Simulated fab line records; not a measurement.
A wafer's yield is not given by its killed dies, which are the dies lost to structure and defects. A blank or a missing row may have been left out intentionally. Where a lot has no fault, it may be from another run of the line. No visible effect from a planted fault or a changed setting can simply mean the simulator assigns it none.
Chamber matching | flow gf180mcu | GF_V1_CMP_26 on cmp-02: 4 sister chambers
The step polishes, stops on SiO2, t overpolish 15 s, target thk 0 nm. 16 wafers are shown with their chamber, then 8 later ones without.

== EACH WAFER AND ITS CHAMBER ==
wafer  | chamber | motor current A (A) | time to endpoint s (s) | slurry filter dp kPa (kPa)
L109.2 | 2       | 9.9                 | 82                     | 13.58
L109.4 | 1       | 10.0                | 78                     | 13.57
L109.5 | 2       | 9.9                 | 82                     | 13.77
L110.1 | 2       | 9.4                 | 84                     | 13.71
L110.3 | 3       | 13.1                | 81                     | 13.27
L110.6 | 3       | 12.1                | 83                     | 13.46
L111.1 | 1       | 10.5                | 80                     | 13.33
L111.2 | 3       | 11.2                | 86                     | 13.39
L111.5 | 2       | 9.6                 | 79                     | 13.67
L123.3 | 3       | 12.6                | 84                     | 13.36
L123.5 | 2       | 9.9                 | 84                     | 13.28
L123.6 | 1       | 10.8                | 86                     | 13.28
L126.1 | 2       | 10.0                | 83                     | 13.49
L126.2 | 0       | 11.7                | 91                     | 13.35
L126.5 | 2       | 9.9                 | 85                     | 13.48
L130.3 | 2       | 10.2                | 87                     | 13.66

SIGNATURES (means of the wafers above)
reading              | chamber 0 | chamber 1 | chamber 2 | chamber 3 | scatter within a chamber
motor current A      | 11.700    | 10.433    | 9.850     | 12.250    | 0.476
time to endpoint s   | 91.00     | 81.33     | 83.25     | 83.50     | 2.7
slurry filter dp kPa | 13.3500   | 13.3933   | 13.5800   | 13.3700   | 0.142
Rule: for a wafer and a chamber, the distance is found by dividing, reading by reading, the gap between the wafer's reading and the chamber's mean by the reading's scatter, squaring, summing and taking the root. The wafer belongs to the nearest chamber; if the next one is less than 2 further off, it can't be placed. The scatter: the root of (the sum of the squares of (reading less its chamber's mean) over the shown wafers, divided by (wafers less chambers)).

== WAFERS WITH NO CHAMBER GIVEN ==
wafer  | motor current A (A) | time to endpoint s (s) | slurry filter dp kPa (kPa)
L130.4 | 11.6                | 90                     | 13.38
L130.5 | 12.4                | 86                     | 13.56
L131.3 | 11.7                | 90                     | 13.26
L131.5 | 9.9                 | 87                     | 13.53
L131.6 | 12.9                | 89                     | 13.33
L132.2 | 10.8                | 86                     | 13.34
L132.4 | 10.3                | 84                     | 13.54
L132.5 | 9.9                 | 83                     | 13.57

== WHICH CHAMBER EACH ONE RAN IN ==
wafer  | from the rows above               | in truth
L130.4 | 0                                 | 0
L130.5 | can't be placed: 3 or 0           | 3
L131.3 | 0                                 | 0
L131.5 | can't be placed: 2 or 1           | 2
L131.6 | can't be placed: 3 or 0           | 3
L132.2 | can't be placed: 1 or 0 or 2 or 3 | 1
L132.4 | can't be placed: 2 or 1           | 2
L132.5 | can't be placed: 2 or 1           | 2
Placed correctly: 2 of 8. From these rows, 6 cannot be placed; in 6 the true chamber is one of the candidates. Number placed wrongly: 0.
